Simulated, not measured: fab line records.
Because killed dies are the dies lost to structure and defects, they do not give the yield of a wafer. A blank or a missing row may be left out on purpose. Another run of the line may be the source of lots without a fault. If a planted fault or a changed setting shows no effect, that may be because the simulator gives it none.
The tool behind it: which one? | flow sky130 | 30 wafers from 10 lots sampled at 4 of the route's 708 steps

## WHAT EACH GAUGE READ, for each wafer
SKY_VIA2_RS_MEAS_22: the measuring method here is four-point-probe.
lot  | measured     | on            | VIA2_W_RS (ohm/sq)
L545 | day 37 08:37 | film metro-01 | 0.274 0.276 0.271
L548 | day 38 13:12 | film metro-04 | 0.272 0.274 0.271
L553 | day 39 15:36 | film metro-04 | 0.269 0.263 0.178
L555 | day 40 07:46 | film metro-03 | 0.259 0.184 0.264
L562 | day 42 12:20 | film metro-01 | 0.265 0.266 0.272
L563 | day 42 16:04 | film metro-01 | 0.277 0.269 0.276
L564 | day 43 01:13 | film metro-04 | 0.278 0.276 0.271
L566 | day 43 06:31 | film metro-01 | 0.271 0.274 0.279
L567 | day 43 14:56 | film metro-04 | 0.280 0.277 0.272
L568 | day 43 15:22 | film metro-01 | 0.276 0.267 0.277

## WHAT TOOL EACH LOT RAN ON (gives the tool, then ch and the chambers of the sampled wafers, and finally the start)
lot  | SKY_METAL2_STRIP_20                  | SKY_VIA2_ETCH_15                   | SKY_VIA2_CVD_21
L545 | plasma asher-02 ch 0,1, day 36 04:20 | rie diel-04 ch 0,2,3, day 37 07:44 | cvd w-01 ch 0,1, day 37 08:28
L548 | plasma asher-01 ch 0, day 37 08:36   | rie diel-02 ch 0,1,3, day 38 12:19 | cvd w-02 ch 0, day 38 13:04
L553 | plasma asher-01 ch 0,1, day 38 12:16 | rie diel-01 ch 1,2,3, day 39 14:43 | cvd w-02 ch 0,1, day 39 15:28
L555 | plasma asher-01 ch 0,1, day 39 04:08 | rie diel-04 ch 0,1,2, day 40 06:52 | cvd w-02 ch 0,1, day 40 07:37
L562 | plasma asher-02 ch 0,1, day 41 09:46 | rie diel-04 ch 1,2, day 42 11:26   | cvd w-02 ch 0,1, day 42 12:12
L563 | plasma asher-03 ch 0,1, day 41 13:40 | rie diel-02 ch 2,3, day 42 15:11   | cvd w-02 ch 0,1, day 42 15:56
L564 | plasma asher-01 ch 0,1, day 41 22:30 | rie diel-02 ch 0,1, day 43 00:19   | cvd w-01 ch 0,1, day 43 01:04
L566 | plasma asher-03 ch 0,1, day 42 05:12 | rie diel-01 ch 0,3, day 43 05:38   | cvd w-01 ch 0,1, day 43 06:23
L567 | plasma asher-03 ch 0,1, day 42 13:07 | rie diel-04 ch 1,2,3, day 43 14:05 | cvd w-01 ch 0,1, day 43 14:49
L568 | plasma asher-01 ch 0,1, day 42 14:08 | rie diel-01 ch 2,3, day 43 14:26   | cvd w-02 ch 0,1, day 43 15:15
- SKY_METAL2_STRIP_20: strips in O2/N2.
- SKY_VIA2_ETCH_15: etches SiO2 in C4F8/O2/Ar, stops on TiN, target depth 546 nm, time 84 s.
- SKY_VIA2_CVD_21: deposits W, target thk 420 nm, time 126.4 s.

## THE ANSWER, worked out from the rows above alone
Rule: the usual values come from the lots themselves. The widest of any qualifying gaps counts: lots, ordered by their means at a reading, are off when they make up no more than a third of the lots, leave a main group of 4 or more, and stand apart from it by 3 or more times the standard deviation of that group's means. A main group whose means are all the same, to the digits that the tables above print for the reading, isn't used. A lot without any number at a reading at which 4 lots or more have one is off too. All remaining lots with rows at the step are treated as sound.
Off: L553, L555, at SKY_VIA2_RS_MEAS_22 (VIA2_W_RS). The main group has a mean of 0.273 ohm/sq with a standard deviation of 0.0024.
If a tool, at a process step before that reading, ran all the lots that are off and no sound lot after the first of them, it fits. Gauges at SKY_VIA2_RS_MEAS_22: tried the same way as those tools. None of those tried fits.

## WHAT THE SIMULATOR HAD PUT IN
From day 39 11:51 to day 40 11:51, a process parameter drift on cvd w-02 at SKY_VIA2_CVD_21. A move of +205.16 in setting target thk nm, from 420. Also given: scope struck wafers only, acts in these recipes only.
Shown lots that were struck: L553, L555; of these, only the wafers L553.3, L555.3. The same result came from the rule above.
